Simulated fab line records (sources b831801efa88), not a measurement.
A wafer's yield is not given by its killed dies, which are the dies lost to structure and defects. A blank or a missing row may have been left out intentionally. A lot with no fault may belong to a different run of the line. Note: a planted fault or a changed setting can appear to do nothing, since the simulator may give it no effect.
Comparing a struck lot with a sound one | flow sky130 | 25 out of 708 route steps
Sound: the wafers L756.1, L756.5, L756.6. Wafers struck: L754.1, L754.2, L754.6. Last of all comes the cause.
Per side, at each step with rows, come the tool, then ch with its chambers, and then its first start. Under that, the readings that differ: sound wafers | struck wafers | difference of the means | sigmas: that difference in standard deviations of wafers without a fault.
alike: same words and numbers on both sides, and readings whose means sit less than 2 such deviations apart. not compared: any withheld reading, any reading some wafer has no value for, any bound like >300 that may hide the same value, and any number with overlapping values for which the record gives no deviation.
The two part at a step that has a row with sigmas, a row that says differs or no value, or rows on one side only. Numbers that have no deviation but don't overlap get no sigmas and don't part them. A reading that every wafer of one side lacks parts them only if that side has two wafers or more.

SKY_POLY_CUT_ETCH_11: etches Si3N4 in CF4/CH2F2/Ar, stops on poly-Si, time 42.5 s, target depth 60 nm.
  sound on rieDiel-03 ch 1,2, day 30 23:05; struck on rieDiel-04 ch 1,2, day 30 12:59
  alike: cf4FlowSccm, drypumpMotorCurrentA, oesProductAu, throttleValvePct
  not compared: rfHoursCounterH
SKY_POLY_CUT_STRIP_12: strips in O2/N2.
  sound on plasmaAsher-03 ch 0,1, day 30 23:07; struck on plasmaAsher-03 ch 0,1, day 30 13:02
reading                      | sound                | struck               | difference | sigmas
chamberPressureMTorr (mTorr) | 1501.7 1502.1 1501.9 | 1502.8 1496.8 1495.8 | -3.4       | -2
  alike: drypumpMotorCurrentA, oesProductAu, stripTimeToEndpointS
  not compared: rfHoursCounterH
then, 7 steps without rows for these wafers: SKY_SD_P_DEHYDRATE_00 (time 60 s); SKY_SD_P_HMDS_01 (prime time 60 s); SKY_SD_P_COAT_02 (resist thk 1140 nm); SKY_SD_P_SOFTBAKE_03 (time 60 s); SKY_SD_P_EXPOSE_04 (exposes mask PSDM, target cd 380 nm); SKY_SD_P_PEB_05; SKY_SD_P_DEVELOP_06 (develop time 60 s).
SKY_SD_P_CD_MEAS_07 targets a cd of 380 nm.
  struck on cdSem-02, day 31 17:07; sound on cdSem-01, day 32 02:28
  alike: cdNm
SKY_SD_P_OVL_MEAS_08:
  struck on overlay-02, day 31 17:14; sound on overlay-02, day 32 02:35
  alike: SD_P_OVL
next, for these wafers, 1 step has no rows: SKY_SD_P_IMPLANT_09.
SKY_SD_P_STRIP_10: strips in O2/N2.
  sound on plasmaAsher-01 ch 0,1, day 32 02:46; struck on plasmaAsher-01 ch 0,1, day 31 17:35
  no value came back on the struck wafers for chamberPressureMTorr (mTorr), drypumpMotorCurrentA (A), oesProductAu (a.u.), stripTimeToEndpointS (s); on the sound wafers chamberPressureMTorr (mTorr) reads 1500.1 1500.0 1500.1
reading                                  | sound | struck         | difference | sigmas
model.NOVOLAK_of_SD_P_COAT_02.thkNm (nm) | 0 0 0 | 1141 1140 1141 | +1141      | 
  not compared: rfHoursCounterH
SKY_SD_P_TW_MEAS_11:
  struck on filmMetro-02, day 31 17:41; sound on filmMetro-01, day 32 02:52
  alike: SD_P_TW
then, 8 steps without rows for these wafers: SKY_RES_XHIGH_DEHYDRATE_00 (time 60 s); SKY_RES_XHIGH_HMDS_01 (prime time 60 s); SKY_RES_XHIGH_COAT_02 (resist thk 1140 nm); SKY_RES_XHIGH_SOFTBAKE_03 (time 60 s); SKY_RES_XHIGH_EXPOSE_04 (exposes mask URPM, target cd 1270 nm); SKY_RES_XHIGH_PEB_05; SKY_RES_XHIGH_DEVELOP_06 (develop time 60 s); SKY_RES_XHIGH_IMPLANT_07.
SKY_RES_XHIGH_STRIP_08: strips in O2/N2.
  sound on plasmaAsher-01 ch 0,1, day 33 06:01; struck on plasmaAsher-02 ch 0,1, day 32 19:55
reading                  | sound             | struck            | difference | sigmas
stripTimeToEndpointS (s) | 14.32 14.31 14.31 | 31.35 31.35 31.31 | +17.02     | +99 or more
  alike: chamberPressureMTorr, drypumpMotorCurrentA, oesProductAu
  not compared: rfHoursCounterH
SKY_RES_XHIGH_TW_MEAS_09:
  struck on filmMetro-02, day 32 20:14; sound on filmMetro-03, day 33 06:07
reading      | sound          | struck   | difference | sigmas
RES_XHIGH_TW | 1634 1639 1645 | 30 30 30 | -1609      | -99 or more
  not compared: hold
next, for these wafers, 1 step has no rows: SKY_PAD_OPEN_PROBE_99.

WHERE THEY PART
At SKY_POLY_CUT_STRIP_12 first; at SKY_RES_XHIGH_TW_MEAS_09 last (within this record only).

WHY: whatever the simulator had introduced
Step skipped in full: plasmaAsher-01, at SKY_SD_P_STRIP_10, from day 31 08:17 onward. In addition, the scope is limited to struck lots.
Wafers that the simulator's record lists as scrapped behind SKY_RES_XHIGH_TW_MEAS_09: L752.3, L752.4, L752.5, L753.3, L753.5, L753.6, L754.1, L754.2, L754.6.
